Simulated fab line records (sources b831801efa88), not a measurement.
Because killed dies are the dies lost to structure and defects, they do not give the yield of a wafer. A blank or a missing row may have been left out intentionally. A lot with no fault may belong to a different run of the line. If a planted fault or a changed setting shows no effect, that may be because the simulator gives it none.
Comparing a struck lot with a sound one | flow sky130 | 15 out of 708 route steps
Sound: these wafers, L295.1, L295.2, L295.3. Wafers struck: L305.1, L305.3, L305.5. The cause is given at the end.
Each step with rows lists, per side, the tool, then ch with its chambers, then its first start. Under that, the readings that differ: sound wafers | struck wafers | difference of the means | sigmas: that difference in standard deviations of wafers without a fault.
alike: same words and numbers on both sides, and readings whose means sit less than 2 such deviations apart. not compared: any withheld reading, any reading some wafer has no value for, any bound like >300 that may hide the same value, and any number with overlapping values for which the record gives no deviation.
A row with sigmas, a row that says differs or no value, or rows on one side alone: a step with any of these is where the two part. When numbers do not overlap yet have no deviation, they are printed without sigmas and do not part them. Lack of a reading on every wafer of one side parts them only where that side has two or more wafers.

first, 5 steps without rows for these wafers: SKY_METAL4_COAT_08 (resist thk 1120 nm); SKY_METAL4_SOFTBAKE_09 (time 90 s); SKY_METAL4_EXPOSE_10 (exposes mask MM4, target cd 300 nm); SKY_METAL4_PEB_11; SKY_METAL4_DEVELOP_12 (develop time 60 s).
SKY_METAL4_CD_MEAS_13: the cd target is 300 nm.
  sound on cdSem-01 at day 44 09:37; struck on cdSem-01 at day 46 16:04
  alike: cdNm
SKY_METAL4_OVL_MEAS_14:
  sound on overlay-01 at day 44 09:44; struck on overlay-01 at day 46 16:11
  alike: METAL4_OVL
SKY_METAL4_DESCUM_15: chemistry O2, time 8 s.
  sound on rieMetal-01 ch 0,1, day 44 09:46; struck on rieMetal-01 ch 0,1, day 46 16:13
  alike: drypumpMotorCurrentA, oesProductAu
  not compared: rfHoursCounterH
SKY_METAL4_ETCH_16: etches BARC in N2/H2, stops on SiO2, time 88.2 s, target depth 60 nm.
  sound on rieMetal-01 ch 0,1, day 44 09:48; struck on rieMetal-01 ch 0,1, day 46 16:15
  alike: drypumpMotorCurrentA, oesProductAu, throttleValvePct
  not compared: rfHoursCounterH
SKY_METAL4_ETCH_17: etches SiO2 in C4F8/O2/Ar, stops on TiN, time 3.9 s, target depth 15 nm.
  sound on rieDiel-02 ch 0,1,2, day 44 09:54; struck on rieDiel-01 ch 0,1,2, day 46 16:20
  alike: oesProductAu
  not compared: rfHoursCounterH
SKY_METAL4_METAL_ETCH_18: etches the open film in Cl2/BCl3, stops on SiO2, target depth 845 nm, time 183.1 s.
  sound on rieMetal-04 ch 0,1, day 44 09:55; struck on rieMetal-04 ch 0,1, day 46 16:22
  alike: drypumpMotorCurrentA, oesProductAu, throttleValvePct
  not compared: rfHoursCounterH
SKY_METAL4_STRIP_19: strips in O2/N2.
  sound on plasmaAsher-04 ch 0,1, day 44 10:06; struck on plasmaAsher-04 ch 0,1, day 46 16:32
  alike: chamberPressureMTorr, drypumpMotorCurrentA, oesProductAu, stripTimeToEndpointS
  not compared: rfHoursCounterH
SKY_METAL4_STRIP_20: strips in post etch residue remover, time 1200 s.
  sound on wetBench-01 ch 3, day 44 10:12; struck on wetBench-04 ch 2, day 46 16:38
  no value came back on the struck wafers for bathGuardTempC (C), bathHeatDutyPct (%); on the sound wafers bathGuardTempC (C) reads 72.8 72.9 72.7
then, 1 step without rows for these wafers: SKY_METAL4_CLEAN_21 (cleans in IPA, time 180 s).
-- the record jumps here: 4 days lie between the struck wafers' starts before and after (it left off in module METAL4 and takes up again in module PAD_OPEN, whose first step shown is number 708 of the route) --
SKY_PAD_OPEN_PROBE_99:
  sound on prober-01 at day 48 06:13; struck on prober-01 at day 50 06:45
reading                           | sound               | struck               | difference | sigmas
killedAtFrontEnd                  | 6 6 12              | 17 25 14             | +11        | +2
model.etest.met4Comb.leakLog10AUm | -12.07 -12.1 -11.99 | -11.72 -11.52 -11.46 | +0.49      | 
  alike: defectLimitedYield, killed_at_M0_to_M3, killed_at_M4_up, killedAtContacts, killedDies, killedOnRim, killedOpen, killedShort, sort_bin_3_pad_short, sort_bin_5_function, sort_bin_6_memory, sortNPass, sortYieldPct
  not compared: model.etest.via4Chain.rcOhm

== WHERE THEY PART ==
Earliest at SKY_METAL4_STRIP_20; latest, in this record, at SKY_PAD_OPEN_PROBE_99.

WHY: the cause the simulator had injected
Whole step skipped at SKY_METAL4_STRIP_20 on wetBench-04, starting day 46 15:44. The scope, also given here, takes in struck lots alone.
